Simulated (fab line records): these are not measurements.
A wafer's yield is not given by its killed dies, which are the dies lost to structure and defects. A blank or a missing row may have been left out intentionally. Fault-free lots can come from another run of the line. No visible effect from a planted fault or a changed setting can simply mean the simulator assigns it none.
fab line records	flow sfq-line
record lots=6	wafers=18	last-day=92
route steps=325 shown M2@92 I2@103 M3@118 I3@133 M8@325
lots untouched by any fault: they come from a run of this same line in which no faults occurred
start-h: hours from the record's first day to the start of the lot's first wafer shown	wait-h: hours since the lot's step before	" same as the row above	L1.1+2: a row that stands for several wafers	- no value, or no start given	* or withheld: withheld	< > ~ a bound
route shown NAME@n: names a module that has steps shown in the file, with the first one's number in the route	usual: the fault-free wafers' mean and standard deviation	same: alike in all rows	chamber/n: place in a boat	sites: the reading at each site	_std_site: standard deviation across them	_edge_site: mean of outer sites minus mean of inner sites	radius-mm: how far each site lies from the wafer's centre	mask NAME#n: copy n	behind: the last tool/chamber to shape the wafer	hold: why the lot was held/for how many hours/how that ended	device: the n, p or np transistor that did not switch	end of line: the same wafers' tests at the end of the route	a step given without rows: its recipe and nothing more	killed: not the wafer's yield, but the dies lost to structure and defects at the first sort	map: per-die view of a wafer (x killed, . not killed, _ where there is no die)
set.NAME: the run value of the setting; set.NAME@STEP: its run value at that earlier step	model.NAME: the simulator's own value behind a step, which no gauge read
certain route steps with their lots: each step a table, each wafer a row
services: when a tool's chamber went out of use (start-h, in hours from the record's first day, below 0 if earlier), for how many hours, and the reason
## steps
# step SFQ_TRILAYER_M2_LITHO_COAT_062
# recipe resist=BARC	spin-rpm=3000	resist-thk-nm=62
# step SFQ_TRILAYER_M2_LITHO_COAT_057
# recipe resist=KrF	spin-rpm=3000	resist-thk-nm=600
# step SFQ_TRILAYER_M2_LITHO_SOFTBAKE_061
# recipe temp-c=withheld	time-s=withheld	resist=KrF
# step SFQ_TRILAYER_M2_LITHO_EXPOSE_058
# recipe mask-id=M2	na=0.6	source-shape=conventional	sigma-outer=0.65	target-cd-nm=500	dose-mj=14.4
# step SFQ_TRILAYER_M2_LITHO_PEB_060
# recipe peb-temp-c=115	peb-time-s=60	resist=KrF
# step SFQ_TRILAYER_M2_LITHO_DEVELOP_059
# recipe time-s=60	resist=KrF
# step SFQ_M2_OVL_MEAS_916
# usual M2_OVL=-2/5.8
lot.wafer	tool	chamber	start-h	wait-h	M2_OVL[nm]
L375.1	overlay-02	-	902.94	0.1	5
L375.5	"	-	"	"	-4
L375.6	"	-	"	"	3
L377.1	overlay-01	-	942.79	0.1	1
L377.2	"	-	"	"	4
L377.4	"	-	"	"	5
L378.1	overlay-02	-	957.11	0.1	4
L378.3	"	-	"	"	9
L378.5	"	-	"	"	-2
L387.2	overlay-02	-	1046.81	0.1	6
L387.4	"	-	"	"	9
L387.5	"	-	"	"	3
L389.1	overlay-01	-	1068.33	0.1	-9
L389.3	"	-	"	"	-5
L389.6	"	-	"	"	-3
L391.1	overlay-01	-	1084.50	0.1	-1
L391.2	"	-	"	"	-4
L391.4	"	-	"	"	4
# step SFQ_TRILAYER_M2_BARC_OPEN_METAL_ETCH_077
# recipe mask-material=PR	chemistry=O2	target-depth-nm=125	target=BARC	icp-w=600	bias-w=80	pressure-mtorr=10	time-s=41.7
# step SFQ_TRILAYER_M2_ETCH_METAL_ETCH_060
# recipe target=Nb	stop-on=SiO2	mask-material=PR	chemistry=Cl2/Ar	target-depth-nm=240	icp-w=600	bias-w=80	pressure-mtorr=10	time-s=120
# step SFQ_TRILAYER_M2_STRIP_STRIP_061
# recipe gas=O2	power-w=200	platen-temp-c=40	overash-fraction=0.65	chemistry=O2	pressure-mtorr=50
# step SFQ_TRILAYER_M2_STRIP_SOLV_CLEAN_062
# recipe chemistry=NMP	temp-c=70	time-s=600
# step SFQ_TRILAYER_I2_DEP_PECVD_063
# recipe material=SiO2	temp-c=150	time-s=111.11	pressure-torr=2.4	rf-w=183.3	precursor=SiH4/N2O	target-thk-nm=500
# step SFQ_TRILAYER_I2_CMP_CMP_064
# recipe material=SiO2	down-force-psi=3	platen-rpm=60	pad-velocity-m-s=0.94248
# usual motor-current-A=10.8/0.7	time-to-endpoint-s=217/7.5
lot.wafer	tool	chamber	start-h	wait-h	motor-current-A	time-to-endpoint-s	model.SiO2_of_TRILAYER_I2_DEP_PECVD_063.thk-nm
L375.1	cmp-01	1	907.52	3.5	9.3	212	199.7
L375.5	"	3	908.52	4.5	10.7	219	200.9
L375.6	"	0	"	"	11.6	218	199.6
L377.4	cmp-02	1	944.48	0.6	10.7	225	202.6
L377.2	"	2	"	"	10.8	250	151.9
L377.1	"	3	"	"	11.1	220	202.7
L378.1	cmp-02	0	958.30	0.2	11.6	212	200.2
L378.3	"	2	959.30	1.2	10.3	248	150.2
L378.5	"	0	960.30	2.1	11.6	223	199.7
L387.4	cmp-01	1	1049.28	1.4	9.2	214	199.7
L387.2	"	2	"	"	11.5	216	199.7
L387.5	"	0	1050.78	2.9	11.4	223	200.1
L389.1	cmp-02	3	1070.40	1.0	10.7	212	199.5
L389.3	"	0	"	"	11.1	212	199.8
L389.6	"	1	"	"	10.8	224	200.6
L391.1	cmp-02	3	1085.57	0.0	10.5	223	200.8
L391.4	"	1	1086.57	1.0	11.2	236	200
L391.2	"	2	"	"	10.7	217	198.5
# step SFQ_I2_BOW_MEAS_917
# recipe mode=bow
# usual I2_BOW=1/9
lot.wafer	tool	chamber	start-h	wait-h	I2_BOW[um]
L375.1	film-metro-03	-	909.52	1.5	-13
L375.5	"	-	"	"	-9
L375.6	"	-	"	"	-10
L377.1	film-metro-01	-	947.48	1.5	-2
L377.2	"	-	"	"	-3
L377.4	"	-	"	"	6
L378.1	film-metro-01	-	961.30	2.5	6
L378.3	"	-	"	"	11
L378.5	"	-	"	"	-9
L387.2	film-metro-01	-	1051.30	1.0	20
L387.4	"	-	"	"	16
L387.5	"	-	"	"	12
L389.1	film-metro-01	-	1072.40	1.5	7
L389.3	"	-	"	"	12
L389.6	"	-	"	"	11
L391.1	film-metro-04	-	1088.57	2.5	1
L391.2	"	-	"	"	5
L391.4	"	-	"	"	10
# step SFQ_TRILAYER_I2_METRO_MEASURE_065
# usual thk-nm=200.4/0.89
lot.wafer	tool	chamber	start-h	wait-h	thk-nm
L375.1	film-metro-03	-	909.64	0.1	199.9
L375.5	"	-	"	"	201.1
L375.6	"	-	"	"	199.7
L377.1	film-metro-01	-	947.60	0.1	202.8
L377.2	"	-	"	"	151.9
L377.4	"	-	"	"	202.6
L378.1	film-metro-01	-	961.42	0.1	200.2
L378.3	"	-	"	"	150.3
L378.5	"	-	"	"	199.8
L387.2	film-metro-01	-	1051.60	0.3	199.9
L387.4	"	-	"	"	199.6
L387.5	"	-	"	"	200.1
L389.1	film-metro-01	-	1072.52	0.1	199.4
L389.3	"	-	"	"	199.7
L389.6	"	-	"	"	200.7
L391.1	film-metro-04	-	1088.69	0.1	200.7
L391.2	"	-	"	"	198.4
L391.4	"	-	"	"	200.0
# step SFQ_TRILAYER_I2_VIA_LITHO_COAT_072
# recipe resist=BARC	spin-rpm=3000	resist-thk-nm=62
# step SFQ_TRILAYER_I2_VIA_LITHO_COAT_067
# recipe resist=KrF	spin-rpm=3000	resist-thk-nm=650
# step SFQ_TRILAYER_I2_VIA_LITHO_SOFTBAKE_071
# recipe temp-c=withheld	time-s=withheld	resist=KrF
# step SFQ_TRILAYER_I2_VIA_LITHO_EXPOSE_068
# recipe mask-id=I2	na=0.6	source-shape=conventional	sigma-outer=0.65	target-cd-nm=500	dose-mj=21.3
# step SFQ_TRILAYER_I2_VIA_LITHO_PEB_070
# recipe peb-temp-c=115	peb-time-s=60	resist=KrF
# step SFQ_TRILAYER_I2_VIA_LITHO_DEVELOP_069
# recipe time-s=60	resist=KrF
# step SFQ_I2_OVL_MEAS_918
# usual I2_OVL=-4/5.9
lot.wafer	tool	chamber	start-h	wait-h	I2_OVL[nm]
L375.1	overlay-02	-	913.66	0.1	-10
L375.5	"	-	"	"	-16
L375.6	"	-	"	"	-14
L377.1	overlay-01	-	951.11	0.1	0
L377.2	"	-	"	"	-1
L377.4	"	-	"	"	-5
L378.1	overlay-01	-	989.08	0.1	-9
L378.3	"	-	"	"	-15
L378.5	"	-	"	"	-3
L387.2	overlay-02	-	1054.86	0.1	-11
L387.4	"	-	"	"	-9
L387.5	"	-	"	"	-9
L389.1	overlay-01	-	1088.73	0.1	0
L389.3	"	-	"	"	-6
L389.6	"	-	"	"	-4
L391.1	overlay-01	-	1105.08	0.1	-5
L391.2	"	-	"	"	-14
L391.4	"	-	"	"	-12
# step SFQ_TRILAYER_I2_VIA_BARC_OPEN_VIA_ETCH_096
# recipe mask-material=PR	chemistry=O2	target-depth-nm=125	target=BARC	source-w=500	bias-w=80	pressure-mtorr=30	time-s=41.7
# usual drypump-motor-current-A=5.9/0.45	oes-product-au=0.685/0.0045
# same time-s=41.7
lot.wafer	tool	chamber	start-h	wait-h	drypump-motor-current-A	oes-product-au	rf-hours-counter-h
L375.1	rie-diel-01	0	913.69	0.0	5.6	0.684	5
L375.5	"	0	"	"	5.6	0.687	-
L375.6	"	3	"	"	6.3	0.690	-
L377.1	rie-diel-01	2	951.14	0.0	5.9	0.683	11
L377.2	"	0	"	"	5.6	0.689	5
L377.4	"	1	"	"	6.7	0.682	8
L378.1	rie-diel-04	2	989.12	0.0	5.1	0.682	15
L378.3	"	0	"	"	5.8	0.692	8
L378.5	"	0	"	"	5.8	0.687	-
L387.2	rie-diel-01	3	1054.89	0.0	6.3	0.692	11
L387.4	"	1	"	"	6.7	0.684	10
L387.5	"	1	"	"	6.6	0.690	-
L389.1	rie-diel-01	1	1088.77	0.0	6.7	0.694	11
L389.3	"	2	"	"	5.9	0.681	14
L389.6	"	3	"	"	6.3	0.684	-
L391.1	rie-diel-02	1	1105.12	0.0	4.9	0.680	4
L391.2	"	0	"	"	5.6	0.688	8
L391.4	"	3	"	"	5.2	0.683	12
# step SFQ_TRILAYER_I2_VIA_ETCH_VIA_ETCH_070
# recipe target=SiO2	stop-on=Nb	mask-material=PR	taper-deg=20	chemistry=CHF3	target-depth-nm=260	source-w=500	bias-w=80	pressure-mtorr=30	time-s=withheld
# usual drypump-motor-current-A=5.9/0.45	oes-product-au=0.855/0.0047
lot.wafer	tool	chamber	start-h	wait-h	drypump-motor-current-A	oes-product-au	model.etch.depth-nm	model.I2.feature-depth-nm
L375.1	rie-diel-01	0	913.73	0.0	5.6	0.856	199.7	199.7
L375.5	"	0	"	"	5.6	0.857	200.9	200.9
L375.6	"	3	"	"	6.3	0.853	199.6	199.6
L377.1	rie-diel-01	2	951.18	0.0	5.9	0.863	202.7	202.7
L377.2	"	0	"	"	5.6	0.739	151.9	151.9
L377.4	"	1	"	"	6.7	0.859	202.6	202.6
L378.1	rie-diel-04	2	989.16	0.0	5.1	0.856	200.2	200.2
L378.3	"	0	"	"	5.8	0.743	150.2	150.2
L378.5	"	0	"	"	5.8	0.860	199.7	199.7
L387.2	rie-diel-01	3	1054.93	0.0	6.4	0.854	199.7	199.7
L387.4	"	1	"	"	6.7	0.854	199.7	199.7
L387.5	"	1	"	"	6.7	0.849	200.1	200.1
L389.1	rie-diel-01	1	1088.81	0.0	6.7	0.849	199.5	199.5
L389.3	"	2	"	"	5.9	0.855	199.8	199.8
L389.6	"	3	"	"	6.4	0.859	200.6	200.6
L391.1	rie-diel-02	1	1105.16	0.0	4.9	0.856	200.8	200.8
L391.2	"	0	"	"	5.6	0.847	198.5	198.5
L391.4	"	3	"	"	5.2	0.855	200	200
# step SFQ_TRILAYER_I2_VIA_STRIP_STRIP_071
# recipe gas=O2	power-w=200	platen-temp-c=40	overash-fraction=0.65	chemistry=O2	pressure-mtorr=50
# usual drypump-motor-current-A=5.48/0.26	oes-product-au=0.999/0.0077
lot.wafer	tool	chamber	start-h	wait-h	drypump-motor-current-A	oes-product-au	rf-hours-counter-h
L375.1	rie-metal-03	0	913.85	-	5.59	0.993	43
L375.5	"	1	"	"	5.31	1.009	-
L375.6	"	0	"	"	5.61	0.992	-
L377.1	rie-metal-04	0	951.30	-	5.16	1.008	84
L377.2	"	1	"	"	5.33	1.000	67
L377.4	"	1	"	"	5.33	1.004	-
L378.1	rie-metal-03	1	989.27	-	5.32	0.998	69
L378.3	"	1	"	"	5.32	1.006	-
L378.5	"	1	"	"	5.31	1.005	-
L387.2	rie-metal-03	0	1055.04	-	5.59	0.977	61
L387.4	"	1	"	"	5.32	1.005	-
L387.5	"	1	"	"	5.34	1.001	-
L389.1	rie-metal-02	1	1088.92	-	5.75	1.003	32
L389.3	"	1	"	"	5.75	1.001	-
L389.6	"	1	"	"	5.76	0.996	-
L391.1	rie-metal-04	1	1105.27	-	5.33	0.989	87
L391.2	"	0	"	"	5.18	0.993	103
L391.4	"	1	"	"	5.37	0.993	-
# step SFQ_TRILAYER_I2_VIA_STRIP_SOLV_CLEAN_072
# recipe chemistry=NMP	temp-c=70	time-s=600
# step SFQ_TRILAYER_M3_DEP_PRE_CLEAN_074
# recipe gas=Ar	time-s=22.5	bias-v=250
# same time-s=22.5
lot.wafer	tool	chamber	start-h	wait-h	model.SiO2_of_TRILAYER_I2_DEP_PECVD_063.thk-nm
L375.1	pvd-sputter-03	-	914.62	0.0	192.2
L375.5	"	-	"	"	193.4
L375.6	"	-	"	"	192.1
L377.1	pvd-sputter-04	-	952.07	0.0	195.2
L377.2	"	-	"	"	144.4
L377.4	"	-	"	"	195.1
L378.1	pvd-sputter-05	-	990.05	0.0	192.7
L378.3	"	-	"	"	142.7
L378.5	"	-	"	"	192.2
L387.2+4	pvd-sputter-03	-	1055.82	0.0	192.2
L387.5	"	-	"	"	192.6
L389.1	pvd-sputter-04	-	1089.69	0.0	192
L389.3	"	-	"	"	192.3
L389.6	"	-	"	"	193.1
L391.1	pvd-sputter-05	-	1106.04	0.0	193.3
L391.2	"	-	"	"	191
L391.4	"	-	"	"	192.5
# step SFQ_TRILAYER_M3_DEP_SPUTTER_073
# recipe material=Nb	base-pressure-pa=1.33e-06	chamber-pressure-pa=0.1333	substrate-temp-c=20	resputter-cathode-voltage-v=400	target-thk-nm=200	power-w=2000	time-s=133.3
# usual chamber-pressure-pa=0.13333/0.00026	throttle-valve-pct=29.9/0.96
# same time-s=133.3
lot.wafer	tool	chamber	start-h	wait-h	chamber-pressure-pa	throttle-valve-pct
L375.1	pvd-sputter-03	-	914.65	0.0	0.13372	29.4
L375.5	"	-	"	"	0.1332	32.1
L375.6	"	-	"	"	0.133	29.3
L377.1	pvd-sputter-04	-	952.10	0.0	0.13322	30.6
L377.2	"	-	"	"	0.13302	29.2
L377.4	"	-	"	"	0.13291	28.7
L378.1	pvd-sputter-05	-	990.07	0.0	0.13361	29.5
L378.3	"	-	"	"	0.1332	30.3
L378.5	"	-	"	"	0.13277	30.4
L387.2	pvd-sputter-03	-	1055.85	0.0	0.13341	29.3
L387.4	"	-	"	"	0.13329	29.5
L387.5	"	-	"	"	0.1332	31.8
L389.1	pvd-sputter-04	-	1089.72	0.0	0.13342	30.4
L389.3	"	-	"	"	0.13331	28.9
L389.6	"	-	"	"	0.1338	30.9
L391.1	pvd-sputter-05	-	1106.07	0.0	0.13343	30.0
L391.2	"	-	"	"	0.13316	30.3
L391.4	"	-	"	"	0.13364	30.6
# step SFQ_M3_RS_MEAS_919
# recipe thk-meas-gauge=four-point-probe	reads=Nb_of_TRILAYER_M3_DEP_SPUTTER_073
# usual M3_NB_RS=0.885/0.0082
lot.wafer	tool	chamber	start-h	wait-h	M3_NB_RS[ohm/sq]
L375.1	film-metro-04	-	914.74	0.0	0.868
L375.5	"	-	"	"	0.874
L375.6	"	-	"	"	0.868
L377.1	film-metro-01	-	952.19	0.0	0.890
L377.2	"	-	"	"	0.887
L377.4	"	-	"	"	0.887
L378.1	film-metro-01	-	990.17	0.0	0.893
L378.3	"	-	"	"	0.894
L378.5	"	-	"	"	0.902
L387.2	film-metro-02	-	1055.96	0.1	0.876
L387.4	"	-	"	"	0.875
L387.5	"	-	"	"	0.876
L389.1	film-metro-01	-	1089.81	0.0	0.896
L389.3	"	-	"	"	0.888
L389.6	"	-	"	"	0.891
L391.1	film-metro-01	-	1106.16	0.0	0.892
L391.2	"	-	"	"	0.889
L391.4	"	-	"	"	0.891
# step SFQ_TRILAYER_M3_LITHO_COAT_080
# recipe resist=BARC	spin-rpm=3000	resist-thk-nm=62
# step SFQ_TRILAYER_M3_LITHO_COAT_075
# recipe resist=KrF	spin-rpm=3000	resist-thk-nm=600
# step SFQ_TRILAYER_M3_LITHO_SOFTBAKE_079
# recipe temp-c=withheld	time-s=withheld	resist=KrF
# step SFQ_TRILAYER_M3_LITHO_EXPOSE_076
# recipe mask-id=M3	na=0.6	source-shape=conventional	sigma-outer=0.65	target-cd-nm=500	dose-mj=14.4
# step SFQ_TRILAYER_M3_LITHO_PEB_078
# recipe peb-temp-c=115	peb-time-s=60	resist=KrF
# step SFQ_TRILAYER_M3_LITHO_DEVELOP_077
# recipe time-s=60	resist=KrF
# step SFQ_M3_OVL_MEAS_921
# usual M3_OVL=1/4.7
lot.wafer	tool	chamber	start-h	wait-h	M3_OVL[nm]
L375.1	overlay-02	-	1064.81	0.1	0
L375.5	"	-	"	"	4
L375.6	"	-	"	"	5
L377.1	overlay-02	-	1094.10	0.1	-1
L377.2	"	-	"	"	-4
L377.4	"	-	"	"	-5
L378.1	overlay-02	-	1129.20	0.1	-4
L378.3	"	-	"	"	0
L378.5	"	-	"	"	0
L387.2	overlay-02	-	1180.08	0.1	7
L387.4	"	-	"	"	10
L387.5	"	-	"	"	8
L389.1	overlay-02	-	1199.27	0.1	2
L389.3	"	-	"	"	4
L389.6	"	-	"	"	0
L391.1	overlay-01	-	1205.27	0.1	3
L391.2	"	-	"	"	7
L391.4	"	-	"	"	-1
# step SFQ_TRILAYER_M3_BARC_OPEN_METAL_ETCH_100
# recipe mask-material=PR	chemistry=O2	target-depth-nm=125	target=BARC	icp-w=600	bias-w=80	pressure-mtorr=10	time-s=41.7
# usual drypump-motor-current-A=5.59/0.29	oes-product-au=0.685/0.0046
# same time-s=41.7
lot.wafer	tool	chamber	start-h	wait-h	drypump-motor-current-A	oes-product-au	rf-hours-counter-h
L375.1	rie-metal-01	1	1064.84	0.0	5.67	0.683	110
L375.5	"	1	"	"	5.69	0.690	-
L375.6	"	0	"	"	5.80	0.682	-
L377.1	rie-metal-04	1	1094.13	0.0	5.35	0.691	86
L377.2	"	0	"	"	5.18	0.688	102
L377.4	"	1	"	"	5.36	0.686	-
L378.1	rie-metal-04	0	1129.24	0.0	5.17	0.679	107
L378.3	"	0	"	"	5.17	0.686	-
L378.5	"	1	"	"	5.34	0.686	-
L387.2	rie-metal-04	1	1180.11	0.0	5.32	0.679	101
L387.4	"	1	"	"	5.31	0.684	-
L387.5	"	1	"	"	5.32	0.678	-
L389.1	rie-metal-01	1	1199.31	0.0	5.69	0.679	134
L389.3	"	1	"	"	5.70	0.684	-
L389.6	"	1	"	"	5.72	0.685	-
L391.1	rie-metal-04	0	1205.31	0.0	5.19	0.699	122
L391.2	"	1	"	"	5.33	0.682	105
L391.4	"	0	"	"	5.18	0.686	-
# step SFQ_TRILAYER_M3_ETCH_METAL_ETCH_078
# recipe target=Nb	stop-on=SiO2	mask-material=PR	chemistry=Cl2/Ar	target-depth-nm=240	icp-w=600	bias-w=80	pressure-mtorr=10	time-s=120
# step SFQ_TRILAYER_M3_STRIP_STRIP_079
# recipe gas=O2	power-w=200	platen-temp-c=40	overash-fraction=0.65	chemistry=O2	pressure-mtorr=50
# step SFQ_TRILAYER_M3_STRIP_SOLV_CLEAN_080
# recipe chemistry=NMP	temp-c=70	time-s=600
# step SFQ_TRILAYER_I3_DEP_PECVD_081
# recipe material=SiO2	temp-c=150	time-s=111.11	pressure-torr=2.4	rf-w=183.3	precursor=SiH4/N2O	target-thk-nm=500
# usual heater-power-w=92/17	throttle-valve-pct=24.9/0.86
# same time-s=111.11
lot.wafer	tool	chamber	start-h	wait-h	heater-power-w	throttle-valve-pct
L375.1	pecvd-02	1	1065.80	0.0	103	23.7
L375.5	"	1	"	"	85	23.6
L375.6	"	0	"	"	87	23.0
L377.1	pecvd-04	1	1095.11	0.0	96	24.6
L377.2	"	2	"	"	99	25.0
L377.4	"	0	"	"	85	25.0
L378.1	pecvd-01	0	1130.20	0.0	53	25.3
L378.3	"	1	"	"	128	25.7
L378.5	"	0	"	"	56	25.5
L387.2	pecvd-04	1	1181.08	0.0	101	25.3
L387.4	"	1	"	"	105	25.3
L387.5	"	2	"	"	105	25.1
L389.1	pecvd-01	0	1200.27	0.0	49	25.5
L389.3	"	1	"	"	124	25.8
L389.6	"	1	"	"	129	25.5
L391.1	pecvd-01	1	1206.28	0.0	127	25.6
L391.2	"	2	"	"	76	26.4
L391.4	"	1	"	"	128	25.6
# step SFQ_M8_BOW_MEAS_951
# recipe mode=bow
# usual M8_BOW=8/12
lot.wafer	tool	chamber	start-h	wait-h	M8_BOW[um]	model.etest.i2.link-ohm
L375.1	film-metro-03	-	2004.20	0.0	-13	1.948
L375.5	"	-	"	"	-9	1.951
L375.6	"	-	"	"	-10	1.94
L377.1	film-metro-03	-	2017.40	0.0	-2	1.984
L377.2	"	-	"	"	-2	1.926
L377.4	"	-	"	"	5	1.968
L378.1	film-metro-01	-	2018.60	0.0	8	1.979
L378.3	"	-	"	"	11	1.929
L378.5	"	-	"	"	-6	1.988
L387.2	film-metro-01	-	2094.16	0.0	29	1.953
L387.4	"	-	"	"	23	1.956
L387.5	"	-	"	"	19	1.96
L389.1	film-metro-04	-	2140.69	0.0	19	1.98
L389.3	"	-	"	"	23	1.979
L389.6	"	-	"	"	22	1.978
L391.1	film-metro-01	-	2196.13	0.0	20	1.989
L391.2	"	-	"	"	21	1.984
L391.4	"	-	"	"	26	1.991
## services
tool	chamber	start-h	hours	kind
film-metro-01	-	908.64	3.2	repair
rie-diel-01	1	919.70	11.4	repair
pvd-sputter-03	-	920.92	4.6	repair
cmp-02	-	928.33	0.3	repair
pvd-sputter-04	-	929.83	7.5	repair
pvd-sputter-03	-	935.51	3.1	repair
rie-metal-04	-	945.19	0.2	repair
cmp-02	-	949.88	5.4	pm
cmp-02	-	961.81	15.5	pm
film-metro-01	-	974.18	10.6	repair
cmp-02	-	977.30	6.7	pm
film-metro-01	-	999.17	1.9	pm
pvd-sputter-05	-	1012.28	2.5	repair
rie-metal-04	0	1058.15	8.0	repair
film-metro-01	-	1064.48	0.5	pm
pvd-sputter-05	-	1075.07	5.1	repair
film-metro-01	-	1076.70	1.5	pm
rie-diel-01	-	1078.51	0.2	repair
cmp-02	-	1088.57	4.0	pm
cmp-02	-	1124.40	0.7	repair
rie-metal-04	-	1138.42	2.8	pm
rie-metal-04	-	1154.67	0.7	repair
film-metro-01	-	1194.80	1.8	pm
rie-diel-01	-	1197.03	15.6	pm
## key
first-sign step=SFQ_TRILAYER_I2_CMP_CMP_064	reading=time-to-endpoint-s	direction=up	sigmas=4.2	usual=*	struck=*
effect step=SFQ_TRILAYER_I2_METRO_MEASURE_065	reading=thk-nm	direction=down	sigmas=55	usual=200.4	struck=151.1
effect step=SFQ_TRILAYER_I2_VIA_ETCH_VIA_ETCH_070	reading=oes-product-au	direction=down	sigmas=24	usual=0.855	struck=0.741
model-effect step=SFQ_TRILAYER_I2_CMP_CMP_064	value=SiO2_of_TRILAYER_I2_DEP_PECVD_063.thk-nm	without=201.1	struck=151.1
model-effect step=SFQ_TRILAYER_I2_VIA_ETCH_VIA_ETCH_070	value=etch.depth-nm	without=201.1	struck=151.1
model-effect step=SFQ_TRILAYER_M3_DEP_PRE_CLEAN_074	value=SiO2_of_TRILAYER_I2_DEP_PECVD_063.thk-nm	without=193.6	struck=143.6
model-effect step=SFQ_M8_BOW_MEAS_951	value=etest.i2.link-ohm	without=1.974	struck=1.927
met-at SFQ_TRILAYER_I2_CMP_CMP_064
struck-wafers L377.2,L378.3
fault kind=process-parameter-drift	tool=cmp-02	chamber=2	onset-h=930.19	steps=SFQ_TRILAYER_I2_CMP_CMP_064	channel=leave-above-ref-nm	offset=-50	shape=step	end-h=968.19	acts-in=these-recipes-only	stated=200
